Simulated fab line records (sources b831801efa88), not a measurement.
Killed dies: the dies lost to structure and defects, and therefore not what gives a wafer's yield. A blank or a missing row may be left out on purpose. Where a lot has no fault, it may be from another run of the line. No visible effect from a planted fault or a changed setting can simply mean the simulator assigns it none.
Which tool is to blame? | flow gf180mcu | 6 lots, 18 wafers sampled, at 2 steps of a route of 602

WHAT EACH GAUGE READ, for each wafer
GF_MVPSD_OVL_MEAS_07.
lot  | measured    | on         | MVPSD_OVL (nm)
L823 | day 5 11:51 | overlay-02 | -1.2 -0.9 -1.6
L826 | day 6 07:16 | overlay-01 | 1.2 0.4 1.4
L828 | day 6 20:18 | overlay-02 | 0.3 -0.1 1.0
L833 | day 8 01:21 | overlay-02 | 1.5 1.9 1.8
L835 | day 8 10:10 | overlay-02 | -0.6 -3.5 -0.9
L837 | day 9 02:20 | overlay-02 | - - -

EACH LOT AND THE TOOL THAT RAN IT (in order: tool; ch and the chambers of the sampled wafers; start)
lot  | GF_MVPSD_EXPOSE_04
L823 | ilineStepper-02 ch 0, day 5 05:02
L826 | ilineStepper-02 ch 0, day 6 00:11
L828 | ilineStepper-02 ch 0, day 6 12:42
L833 | ilineStepper-01 ch 0, day 7 16:51
L835 | ilineStepper-02 ch 0, day 8 02:31
L837 | ilineStepper-02 ch 0, day 8 17:57
- GF_MVPSD_EXPOSE_04: exposes mask MVPSD, target cd 1000 nm.

THE ANSWER, worked out from the rows above alone
Rule: usual is defined by the lots themselves. The widest of any qualifying gaps counts: lots, ordered by their means at a reading, are off when they make up no more than a third of the lots, leave a main group of 4 or more, and stand apart from it by 3 or more times the standard deviation of that group's means. Not used: any main group whose means are identical at the precision the tables above print for the reading. A lot without any number at a reading at which 4 lots or more have one is off too. Any other lot the step has rows for is counted as sound.
Off: L837, at GF_MVPSD_OVL_MEAS_07 (MVPSD_OVL). Without a number there: L837. For the main group the mean is 0.0 nm and the standard deviation 1.3.
If a tool, at a process step before that reading, ran all the lots that are off and no sound lot after the first of them, it fits. Those tools and the gauges at GF_MVPSD_OVL_MEAS_07 are tried in the same way. This does not decide it: 2 tools fit, namely ilineStepper-02 at GF_MVPSD_EXPOSE_04 and overlay-02 at GF_MVPSD_OVL_MEAS_07.

WHAT THE SIMULATOR HAD PUT IN
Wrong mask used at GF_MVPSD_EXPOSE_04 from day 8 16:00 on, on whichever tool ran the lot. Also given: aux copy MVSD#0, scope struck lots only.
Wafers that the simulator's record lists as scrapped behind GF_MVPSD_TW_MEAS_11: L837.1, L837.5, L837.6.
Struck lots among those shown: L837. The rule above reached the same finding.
